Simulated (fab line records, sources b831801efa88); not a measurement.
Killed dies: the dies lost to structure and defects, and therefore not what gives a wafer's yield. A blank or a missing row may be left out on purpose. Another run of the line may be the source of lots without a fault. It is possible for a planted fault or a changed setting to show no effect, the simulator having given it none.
A struck lot beside a sound one | flow gf180mcu | 14 steps out of a route of 602
Sound: these wafers, L274.1, L274.3, L274.5. Wafers struck: L283.1, L283.2, L283.5. The cause is given at the end.
For every step that has rows: the tool of each side, followed by ch and its chambers, followed by its first start. Under that, the readings that differ: sound wafers | struck wafers | difference of the means | sigmas: that difference in standard deviations of wafers without a fault.
alike: same words and numbers on both sides, and readings whose means sit less than 2 such deviations apart. not compared: any withheld reading, any reading some wafer has no value for, any bound like >300 that may hide the same value, and any number with overlapping values for which the record gives no deviation.
Wherever a step has rows on one side only, a row that says differs or no value, or a row with sigmas, the two part there. Non-overlapping numbers with no deviation appear without sigmas and do not part them. A reading that every wafer of one side lacks parts them only if that side has two wafers or more.

GF_V2_THK_MEAS_01:
  struck on film_metro-02, day 22 22:21; sound on film_metro-02, day 19 15:55
  alike: V2_CVD_00_THK
GF_V2_CVD_02: deposits SiO2 from TEOS, target thk 850 nm, time 94.851 s.
  sound on pecvd-04 ch 0,2, day 19 15:58; struck on pecvd-04 ch 0,1,2, day 22 22:25
  alike: heater_power_w
GF_V2_THK_MEAS_03:
  struck on film_metro-01, day 22 22:29; sound on film_metro-04, day 19 16:02
  alike: V2_CVD_02_THK
GF_V2_CMP_04: polishes SiO2.
  sound on cmp-01 ch 0,1,3, day 19 16:09; struck on cmp-02 ch 0,2, day 22 22:35
  alike: motor_current_A, slurry_filter_dp_kPa, time_to_endpoint_s
GF_V2_BOW_MEAS_05:
  struck on film_metro-01, day 22 22:52; sound on film_metro-01, day 19 16:24
  alike: V2_BOW
then, 7 steps without rows for these wafers: GF_V2_DEHYDRATE_06 (time 60 s); GF_V2_HMDS_07 (prime time 60 s); GF_V2_COAT_08; GF_V2_COAT_09 (resist thk 1000 nm); GF_V2_SOFTBAKE_10 (time 60 s); GF_V2_EXPOSE_11 (exposes mask Via2, target cd 260 nm); GF_V2_PEB_12 (peb time 90 s).
GF_V2_DEVELOP_13: develop time 60 s.
  sound on litho_track-01 ch 0, day 20 17:07; struck on litho_track-01, day 23 21:55
  no value came back on the struck wafers for chill_plate_temp_C (C), develop_time_s (s), developer_temp_C (C); on the sound wafers chill_plate_temp_C (C) reads 22.88 22.86 23.07
  reading                             | sound           | struck            | difference | sigmas
  model.KrF_of_V2_COAT_09.thk_nm (nm) | 983.7 984 986.6 | 995.6 995.2 999.8 | +12.1      |
GF_V2_CD_MEAS_14: the cd target is 260 nm.
  struck on cd_sem-02, day 23 22:04; sound on cd_sem-02, day 20 17:16
  reading    | sound             | struck | difference                    | sigmas
  cd_nm (nm) | 260.7 260.9 261.2 | - - -  | no value on the struck wafers |

WHERE THEY PART
First at GF_V2_DEVELOP_13; last, within this record, at GF_V2_CD_MEAS_14.

WHY: what the simulator had put in
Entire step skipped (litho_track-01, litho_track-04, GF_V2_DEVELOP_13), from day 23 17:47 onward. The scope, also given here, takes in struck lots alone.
